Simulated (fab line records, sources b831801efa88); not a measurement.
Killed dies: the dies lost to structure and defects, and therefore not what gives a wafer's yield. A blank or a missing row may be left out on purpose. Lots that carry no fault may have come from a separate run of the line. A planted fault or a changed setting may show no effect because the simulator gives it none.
A lot that was struck, set against a sound lot | flow sky130 | 16 steps out of a route of 708
Sound: the wafers L253.1, L253.4, L253.5. Struck: wafers L246.2, L246.5, L246.6. The cause is named last.
Order at every step that has rows: each side's tool, ch and its chambers, its first start. Under that, the readings that differ: sound wafers | struck wafers | difference of the means | sigmas: that difference in standard deviations of wafers without a fault.
alike: same words and numbers on both sides, and readings whose means sit less than 2 such deviations apart. not compared: any withheld reading, any reading some wafer has no value for, any bound like >300 that may hide the same value, and any number with overlapping values for which the record gives no deviation.
The two part at a step that has a row with sigmas, a row that says differs or no value, or rows on one side only. Numbers that have no deviation but don't overlap get no sigmas and don't part them. A reading missing from all wafers of one side parts the sides only when that side holds two or more wafers.

first, 5 steps without rows for these wafers: SKY_POLY_GATE_COAT_08 (resist thk 450 nm); SKY_POLY_GATE_SOFTBAKE_09 (time 90 s); SKY_POLY_GATE_EXPOSE_10 (exposes mask P1M, target cd 150 nm); SKY_POLY_GATE_PEB_11; SKY_POLY_GATE_DEVELOP_12 (develop time 60 s).
SKY_POLY_GATE_CD_MEAS_13: the cd target is 150 nm.
  sound on cdSem-01 at day 23 10:59; struck on cdSem-02 at day 22 11:16
  alike: cdNm
SKY_POLY_GATE_OVL_MEAS_14:
  sound on overlay-02 at day 23 11:07; struck on overlay-02 at day 22 11:23
  alike: POLY_GATE_OVL
SKY_POLY_GATE_ETCH_15: etches BARC in N2/H2, stops on SiO2, time 118.5 s, target depth 110 nm.
  sound on rieDiel-01 ch 0,2, day 23 11:09; struck on rieDiel-01 ch 0,1, day 22 11:25
  alike: chamberPressureMTorr, drypumpMotorCurrentA, oesProductAu, throttleValvePct
  not compared: rfHoursCounterH
SKY_POLY_GATE_ETCH_16: etches Si3N4 in CH3F/O2, stops on poly-Si, time 147.5 s, target depth 75 nm.
  sound on rieDiel-01 ch 0,2, day 23 11:14; struck on rieDiel-01 ch 0,1, day 22 11:29
  alike: chamberPressureMTorr, drypumpMotorCurrentA, oesProductAu, throttleValvePct
  not compared: rfHoursCounterH
SKY_POLY_GATE_ETCH_17: etches poly-Si in HBr/Cl2, stops on SiO2, target depth 180 nm, time 70.5 s.
  sound on rieSi-02 ch 0,2, day 23 11:20; struck on rieSi-01 ch 0,2,3, day 22 11:35
reading                      | sound              | struck               | difference | sigmas
chamberPressureMTorr (mTorr) | 9.999 9.984 10.001 | 10.014 10.016 10.006 | +0.017     | +2
  alike: drypumpMotorCurrentA, oesProductAu, throttleValvePct
  not compared: rfHoursCounterH
SKY_POLY_GATE_STRIP_18: strips in O2/N2.
  sound on plasmaAsher-04 ch 1, day 23 11:23; struck on plasmaAsher-04 ch 0,1, day 22 11:38
  alike: chamberPressureMTorr, drypumpMotorCurrentA, oesProductAu, stripTimeToEndpointS
  not compared: rfHoursCounterH
then, 1 step without rows for these wafers: SKY_POLY_GATE_CLEAN_19 (cleans in SC1/SC2, time 150 s).
SKY_POLY_GATE_OXIDATION_20: stabilise 600 s, purge 300 s, target thk 4 nm.
  sound on furnace-01 ch 0, day 23 11:32; struck on furnace-02 ch 0, day 22 11:50
reading                                         | sound                | struck               | difference | sigmas
spikeTcBottomC (C)                              | 872.8 871.2 871.1    | 901.3 901.1 902.7    | +30.0      | +18
spikeTcCentreC (C)                              | 851.8 849.7 850.5    | 883.6 884.3 884.3    | +33.4      | +33
spikeTcLowerC (C)                               | 849.2 851.4 850.4    | 882.3 883.9 884.6    | +33.3      | +33
spikeTcTopC (C)                                 | 856.8 855.9 857.3    | 894.7 893.8 895.3    | +37.9      | +18
spikeTcUpperC (C)                               | 849.4 850.4 849.6    | 884.4 882.4 884.1    | +33.8      | +31
tubeCenterTempC (C)                             | 850.08 849.96 850.11 | 883.33 883.41 883.53 | +33.37     | +99 or more
tube_center_temp_C_max                          | 851.7 852.0 852.4    | 885.2 885.6 885.2    | +33.3      | +90
model.SiO2_of_POLY_GATE_OXIDATION_20.thkNm (nm) | 4.077 4.074 3.997    | 5.983 6.028 6.083    | +1.982     | 
  alike: zonePowerBottomPct, zonePowerLowerPct
SKY_POLY_GATE_THK_MEAS_21:
  sound on filmMetro-03 at day 23 12:47; struck on filmMetro-01 at day 22 13:05
reading                      | sound          | struck         | difference | sigmas
POLY_GATE_OXIDATION_THK (nm) | 4.08 4.06 4.04 | 6.00 6.04 6.07 | +1.98      | +25
SKY_POLY_GATE_CD_MEAS_22:
  sound on cdSem-02 at day 23 12:50; struck on cdSem-01 at day 22 13:10
  alike: cdNm
-- here the record skips 27 days between the struck wafers' starts before and after, leaving off in module POLY_GATE and picking up in module PAD_OPEN (first step shown: number 708 of the route) --
SKY_PAD_OPEN_PROBE_99:
  sound on prober-01 at day 50 06:56; struck on prober-02 at day 49 20:05
reading                             | sound             | struck            | difference | sigmas
model.etest.tipSonos.rsOhmSq        | 2724 2690 2709    | 2950 2923 2906    | +219       | 
model.etest.tipP.rsOhmSq            | 7056 7050 7001    | 7292 7391 7318    | +298       | 
model.etest.pfet_01v8.rOnOhmUm      | 2968 2980 3026    | 3087 3110 3092    | +105       | 
model.etest.resPdiff.lineOhmUm      | 1308 1308 1296    | 1450 1448 1476    | +154       | 
model.etest.tipN.rsOhmSq            | 444.4 445.1 438.2 | 479.3 479.5 481.7 | +37.6      | 
model.etest.nfet_01v8.rOnOhmUm      | 837.4 834.9 830   | 849.1 864.5 869.5 | +26.9      | 
model.etest.resNdiff.lineOhmUm      | 738.8 734 729     | 790.3 769.8 779.2 | +45.8      | 
model.etest.sonosUncharged.rOnOhmUm | 783.9 782.3 780.6 | 793.2 791.7 805.4 | +14.5      | 
  alike: killed_at_M0_to_M3, killed_at_M4_up, killedAtContacts, killedAtFrontEnd, killedAtOther, killedDies, killedOpen, killedShort

WHERE THEY PART
Earliest at SKY_POLY_GATE_ETCH_17; latest, in this record, at SKY_POLY_GATE_THK_MEAS_21. Later steps at which nothing parts them and some readings are alike: SKY_POLY_GATE_CD_MEAS_22, SKY_PAD_OPEN_PROBE_99.

WHY: what had been put in by the simulator
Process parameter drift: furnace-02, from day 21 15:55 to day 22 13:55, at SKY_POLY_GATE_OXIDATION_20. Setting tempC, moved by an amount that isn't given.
